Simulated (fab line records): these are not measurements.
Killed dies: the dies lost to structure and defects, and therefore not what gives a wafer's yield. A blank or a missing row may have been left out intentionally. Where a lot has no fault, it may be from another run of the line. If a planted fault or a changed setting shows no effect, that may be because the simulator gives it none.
Matching of chambers | flow gf180mcu | rie diel-03 running GF_CONTACT_ETCH_16: 4 sister chambers
The step etches BARC in N2/H2. 8 wafers are shown with their chamber, then 9 later ones without.

WAFERS, EACH WITH ITS CHAMBER
wafer  | chamber | oes product au (a.u.) | throttle valve pct (%)
L077.6 | 3       | 0.854                 | 13.221
L081.1 | 0       | 0.857                 | 13.223
L082.2 | 0       | 0.853                 | 13.226
L082.4 | 1       | 0.851                 | 13.219
L082.5 | 1       | 0.852                 | 13.220
L084.1 | 3       | 0.847                 | 13.209
L084.3 | 2       | 0.850                 | 13.232
L084.6 | 2       | 0.856                 | 13.228

WAFERS MISSING THEIR CHAMBER
wafer  | oes product au (a.u.) | throttle valve pct (%)
L092.3 | 0.858                 | 13.245
L092.4 | 0.852                 | 13.209
L092.6 | 0.851                 | 13.225
L096.3 | 0.853                 | 13.220
L096.4 | 0.855                 | 13.234
L096.6 | 0.863                 | 13.223
L097.1 | 0.861                 | 13.223
L097.2 | 0.855                 | 13.232
L097.4 | 0.860                 | 13.232

THE CHAMBER EACH PASSED THROUGH
wafer  | from the rows above               | in truth
L092.3 | can't be placed: 2 or 0           | 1
L092.4 | can't be placed: 3 or 1           | 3
L092.6 | can't be placed: 0 or 1 or 2 or 3 | 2
L096.3 | can't be placed: 1 or 0 or 3 or 2 | 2
L096.4 | can't be placed: 2 or 0           | 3
L096.6 | can't be placed: 0 or 2 or 1 or 3 | 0
L097.1 | can't be placed: 0 or 2 or 1 or 3 | 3
L097.2 | can't be placed: 2 or 0           | 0
L097.4 | can't be placed: 2 or 0 or 1      | 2
0 of 9 placed correctly. From these rows, 9 cannot be placed; in 7 the true chamber is one of the candidates. Wrongly placed: 0.
How it was worked out, from the rows above alone: a wafer's distance from a chamber is the root of the sum, over the readings, of the square of ((its reading less the chamber's mean) divided by the reading's scatter). The wafer belongs to the nearest chamber; if the next one is less than 2 further off, it can't be placed. Each chamber's mean is taken over the wafers shown for it. How the scatter is found: for the shown wafers, subtract from each reading the mean of its chamber, square and add these, divide the total by (wafers less chambers), then take the root.
